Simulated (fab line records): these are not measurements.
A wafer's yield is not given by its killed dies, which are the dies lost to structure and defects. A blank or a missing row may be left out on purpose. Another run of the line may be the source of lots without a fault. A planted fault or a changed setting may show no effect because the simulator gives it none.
Which tool did it? ; flow gf180mcu ; 13 lots with 39 wafers sampled at 2 steps, on a route of 602 steps

## WHAT EACH GAUGE READ, for each wafer
GF_STI_THK_MEAS_24. Usual: STI_CVD_23_THK typically reads 650 nm, with standard deviation 10.
lot;measured;on;STI_CVD_23_THK (nm);flag
L307;day 2 11:20;film-metro-01;648 647 648;
L308;day 2 18:55;film-metro-01;641 664 639;
L309;day 2 21:56;film-metro-01;645 630 643;
L310;day 3 03:15;film-metro-01;644 657 652;
L311;day 3 04:47;film-metro-02;651 664 635;
L313;day 3 17:40;film-metro-02;666 663 660;
L314;day 3 23:25;film-metro-04;650 667 646;
L315;day 4 02:49;film-metro-04;649 658 643;
L317;day 4 12:56;film-metro-02;640 658 641;
L318;day 4 19:08;film-metro-04;648 652 653;
L325;day 6 05:37;film-metro-01;703 702 686;OFF
L326;day 6 12:46;film-metro-01;690 702 698;OFF
L329;day 7 06:38;film-metro-02;640 654 655;

## WHICH TOOL RAN EACH LOT (tool, then ch and the chambers of the sampled wafers, then the start)
lot;GF_STI_CVD_23
L307;hdpcvd-01 ch 1,2, day 2 11:15
L308;hdpcvd-01 ch 0,2, day 2 18:51
L309;hdpcvd-02 ch 0,1, day 2 21:51
L310;hdpcvd-01 ch 1,2, day 3 03:10
L311;hdpcvd-01 ch 0,1,2, day 3 04:43
L313;hdpcvd-02 ch 0,2, day 3 17:35
L314;hdpcvd-01 ch 0,2, day 3 23:20
L315;hdpcvd-01 ch 0,1,2, day 4 02:45
L317;hdpcvd-02 ch 1,2, day 4 12:52
L318;hdpcvd-02 ch 0,2, day 4 19:04
L325;hdpcvd-02 ch 0,1,2, day 6 05:32
L326;hdpcvd-02 ch 0,1,2, day 6 12:41
L329;hdpcvd-01 ch 0,1,2, day 7 06:32
- GF_STI_CVD_23: deposits SiO2, target thk 650 nm, time 108.3 s.

## WHAT THE TOOLS THEMSELVES READ (means of the sampled wafers that have a number; where no wafer has one, the mark that the record gives instead)
GF_STI_CVD_23. Usual: 599.96 C for susceptor-temp-C, sd 0.29.
lot;tool;susceptor-temp-C (C);flag
L307;hdpcvd-01;599.59;
L308;hdpcvd-01;600.11;
L309;hdpcvd-02;600.09;
L310;hdpcvd-01;600.05;
L311;hdpcvd-01;600.12;
L313;hdpcvd-02;599.93;
L314;hdpcvd-01;600.07;
L315;hdpcvd-01;600.18;
L317;hdpcvd-02;600.31;
L318;hdpcvd-02;600.00;
L325;hdpcvd-02;599.89;
L326;hdpcvd-02;599.73;
L329;hdpcvd-01;599.81;

## THE ANSWER, worked out from the rows above alone
Rule: lot off if the mean of its wafers having a number is beyond 3 standard deviations from the usual mean. Also off: a lot with no number at a reading for which 4 or more lots have one. All remaining lots with rows at the step are treated as sound. First the gauges in route order, then the tools' own readings, where a lot's mean is used as printed above. The first step at which some lot is off is used, and at that step the reading that is off furthest; a lot without a number counts as furthest.
Off: L325, L326, at GF_STI_THK_MEAS_24 (STI_CVD_23_THK).
If a tool, at a process step before that reading, ran all the lots that are off and no sound lot after the first of them, it fits. Gauges at GF_STI_THK_MEAS_24: tried the same way as those tools. 2 tools fit, hdpcvd-02 at GF_STI_CVD_23 and film-metro-01 at GF_STI_THK_MEAS_24, so this cannot tell which one it is.

## WHAT HAD BEEN PUT IN BY THE SIMULATOR
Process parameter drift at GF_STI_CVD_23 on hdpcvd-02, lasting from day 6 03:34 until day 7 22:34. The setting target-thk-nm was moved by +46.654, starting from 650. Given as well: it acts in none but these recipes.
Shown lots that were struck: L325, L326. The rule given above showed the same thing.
